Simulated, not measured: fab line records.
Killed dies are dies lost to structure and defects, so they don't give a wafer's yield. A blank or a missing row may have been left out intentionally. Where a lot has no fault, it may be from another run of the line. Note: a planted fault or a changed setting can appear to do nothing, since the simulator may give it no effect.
Struck lot and sound lot, side by side | flow gf180mcu | 44 steps out of a route of 602
Sound: wafers L759.2, L759.3, L759.6. Wafers L767.3, L767.5, L767.6 were the ones struck. At the end, the cause is stated.
Each step with rows lists, per side, the tool, then ch with its chambers, then its first start. Under that, the readings that differ: sound wafers | struck wafers | difference of the means | sigmas: that difference in standard deviations of wafers without a fault.
alike: readings with means less than 2 such deviations apart, plus words and numbers identical on both sides. not compared: withheld readings, readings lacking a value on some wafer, bounds such as >300 that could conceal the same value, and numbers that have no deviation in the record and whose values overlap.
Wherever a step has rows on one side only, a row that says differs or no value, or a row with sigmas, the two part there. When numbers do not overlap yet have no deviation, they are printed without sigmas and do not part them. Lack of a reading on every wafer of one side parts them only where that side has two or more wafers.

first, 1 step without rows for these wafers: GF_MVSD_IMPLANT_09.
GF_MVSD_STRIP_10: strips in O2/N2.
  sound on plasma_asher-03 ch 1, day 4 17:02; struck on plasma_asher-01 ch 0,1, day 6 15:01
  alike: drypump_motor_current_A, heater_power_w, oes_product_au, strip_time_to_endpoint_s
  not compared: rf_hours_counter_h
GF_MVSD_TW_MEAS_11:
  sound: film_metro-02 at day 4 17:09; struck: film_metro-02 at day 6 15:07
  alike: MVSD_TW
then, 7 steps without rows for these wafers: GF_MVPSD_DEHYDRATE_00 (time 60 s); GF_MVPSD_HMDS_01 (prime time 60 s); GF_MVPSD_COAT_02 (resist thk 3000 nm); GF_MVPSD_SOFTBAKE_03; GF_MVPSD_EXPOSE_04 (exposes mask MVPSD, target cd 1000 nm); GF_MVPSD_PEB_05; GF_MVPSD_DEVELOP_06 (develop time 60 s).
GF_MVPSD_OVL_MEAS_07:
  sound: overlay-02 at day 5 06:31; struck: overlay-01 at day 7 06:46
  alike: MVPSD_OVL
after that, 1 step had no rows for these wafers: GF_MVPSD_IMPLANT_08.
GF_MVPSD_IMPLANT_09:
  sound on implanter-03 ch 0, day 5 06:43; struck on implanter-01 ch 0, day 7 06:59
  alike: end_station_pressure_torr, tilt_deg
GF_MVPSD_STRIP_10: strips in O2/N2.
  sound on plasma_asher-04 ch 1, day 5 06:50; struck on plasma_asher-03 ch 0,1, day 7 07:07
  alike: drypump_motor_current_A, heater_power_w, oes_product_au, strip_time_to_endpoint_s
  not compared: rf_hours_counter_h
GF_MVPSD_TW_MEAS_11:
  sound: film_metro-01 at day 5 06:57; struck: film_metro-02 at day 7 07:13
  alike: MVPSD_TW
then, 7 steps without rows for these wafers: GF_VT_IMPLANT_DEHYDRATE_00 (time 60 s); GF_VT_IMPLANT_HMDS_01 (prime time 60 s); GF_VT_IMPLANT_COAT_02 (resist thk 1000 nm); GF_VT_IMPLANT_SOFTBAKE_03 (time 60 s); GF_VT_IMPLANT_EXPOSE_04 (exposes mask LVPWELL LV AREA, target cd 600 nm); GF_VT_IMPLANT_PEB_05; GF_VT_IMPLANT_DEVELOP_06 (develop time 62.34 s).
GF_VT_IMPLANT_OVL_MEAS_07:
  sound: overlay-02 at day 5 20:55; struck: overlay-02 at day 7 23:07
  alike: VT_IMPLANT_OVL
after that, 1 step had no rows for these wafers: GF_VT_IMPLANT_IMPLANT_08.
GF_VT_IMPLANT_STRIP_09: strips in O2/N2.
  sound on plasma_asher-03 ch 0,1, day 5 21:05; struck on plasma_asher-04 ch 0,1, day 7 23:20
  alike: drypump_motor_current_A, heater_power_w, oes_product_au, strip_time_to_endpoint_s
  not compared: rf_hours_counter_h
GF_VT_IMPLANT_TW_MEAS_10:
  sound: film_metro-03 at day 5 21:12; struck: film_metro-04 at day 7 23:25
  reading       | sound       | struck      | difference | sigmas
  VT_IMPLANT_TW | 577 578 579 | 558 560 554 | -21        | -2
then, 7 steps without rows for these wafers: GF_VT_IMPLANT_DEHYDRATE_11 (time 60 s); GF_VT_IMPLANT_HMDS_12 (prime time 60 s); GF_VT_IMPLANT_COAT_13 (resist thk 1000 nm); GF_VT_IMPLANT_SOFTBAKE_14 (time 60 s); GF_VT_IMPLANT_EXPOSE_15 (exposes mask Nwell LV AREA, target cd 860 nm); GF_VT_IMPLANT_PEB_16; GF_VT_IMPLANT_DEVELOP_17 (develop time 60 s).
GF_VT_IMPLANT_OVL_MEAS_18:
  sound: overlay-01 at day 6 11:55; struck: overlay-01 at day 8 15:31
  alike: VT_IMPLANT_01_OVL
after that, 1 step had no rows for these wafers: GF_VT_IMPLANT_IMPLANT_19.
GF_VT_IMPLANT_STRIP_20: strips in O2/N2.
  sound on plasma_asher-01 ch 0,1, day 6 12:06; struck on plasma_asher-04 ch 0,1, day 8 15:44
  alike: drypump_motor_current_A, heater_power_w, oes_product_au, strip_time_to_endpoint_s
  not compared: rf_hours_counter_h
GF_VT_IMPLANT_TW_MEAS_21:
  sound: film_metro-04 at day 6 12:13; struck: film_metro-03 at day 8 15:49
  alike: VT_IMPLANT_2_TW
then, 5 steps without rows for these wafers: GF_VT_IMPLANT_DEHYDRATE_22 (time 60 s); GF_VT_IMPLANT_HMDS_23 (prime time 60 s); GF_VT_IMPLANT_COAT_24 (resist thk 1000 nm); GF_VT_IMPLANT_SOFTBAKE_25 (time 60 s); GF_VT_IMPLANT_EXPOSE_26 (exposes mask LVPWELL HV AREA, target cd 860 nm).
GF_VT_IMPLANT_RS_MEAS_49: the measuring method here is four-point-probe.
  sound: film_metro-01 at day 7 20:41; struck: film_metro-01 at day 10 03:23
  reading           | sound                | struck               | difference | sigmas
  MVPSD_RS (ohm/sq) | 1163.4 1165.1 1166.9 | 1177.8 1174.5 1175.1 | +10.7      | +4
  not compared: hold
-- the record jumps here: 22 days lie between the struck wafers' starts before and after (it left off in module VT_IMPLANT and takes up again in module PASSIVATION, whose first step shown is number 602 of the route) --
GF_PASSIVATION_PROBE_99:
  only the struck wafers here have rows in the record (prober-02, day 31 16:52); the sound ones have none

== WHERE THEY PART ==
First at GF_VT_IMPLANT_TW_MEAS_10; last, within this record, at GF_PASSIVATION_PROBE_99.

WHY: what the simulator had put in
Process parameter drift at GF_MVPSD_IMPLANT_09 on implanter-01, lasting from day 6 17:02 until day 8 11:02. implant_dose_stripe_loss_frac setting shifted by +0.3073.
